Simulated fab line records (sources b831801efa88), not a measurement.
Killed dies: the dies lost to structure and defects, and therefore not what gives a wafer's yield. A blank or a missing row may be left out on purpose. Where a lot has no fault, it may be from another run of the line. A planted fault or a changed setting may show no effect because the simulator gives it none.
Chamber matching    flow sky130    3 sister chambers for SKY_CONTACT_CVD_00 on pecvd-04
The step deposits Si3N4, target thk 75 nm. 16 wafers are shown with their chamber, then 8 later ones without.

WAFERS, EACH WITH ITS CHAMBER
wafer   chamber  heater_power_w (W)
L074.2  0        601
L074.3  1        761
L074.6  2        775
L075.4  1        774
L075.5  2        694
L075.6  0        635
L080.1  2        658
L080.4  1        729
L080.5  2        651
L088.2  0        684
L088.3  2        721
L088.6  1        782
L090.2  0        627
L090.3  2        624
L090.4  1        738
L094.1  0        641

SIGNATURES (averages over the wafers above)
reading         chamber 0  chamber 1  chamber 2  scatter within a chamber
heater_power_w  637.60     756.80     687.17     40
Rule: a wafer's distance from a chamber is the root of the sum, over the readings, of the square of ((its reading less the chamber's mean) divided by the reading's scatter). If the next closest chamber is less than 2 further off than the closest, the wafer can't be placed; otherwise it belongs to the closest. The scatter: take each reading less its chamber's mean, square it, sum over the shown wafers, divide by the number of wafers less the number of chambers, and take the root.

WAFERS WITH NO CHAMBER GIVEN
wafer   heater_power_w (W)
L094.2  628
L094.3  727
L095.1  704
L095.5  692
L095.6  581
L097.1  550
L097.4  558
L097.5  795

CHAMBER TAKEN BY EACH
wafer   from the rows above           in truth
L094.2  can't be placed: 0 or 2       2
L094.3  can't be placed: 1 or 2 or 0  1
L095.1  can't be placed: 2 or 1 or 0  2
L095.5  can't be placed: 2 or 0 or 1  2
L095.6  can't be placed: 0 or 2       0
L097.1  can't be placed: 0 or 2       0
L097.4  can't be placed: 0 or 2       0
L097.5  can't be placed: 1 or 2       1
Correctly placed: 0 of 8. These rows do not allow placing 8 (true chamber among the candidates in 8). 0 placed wrongly.
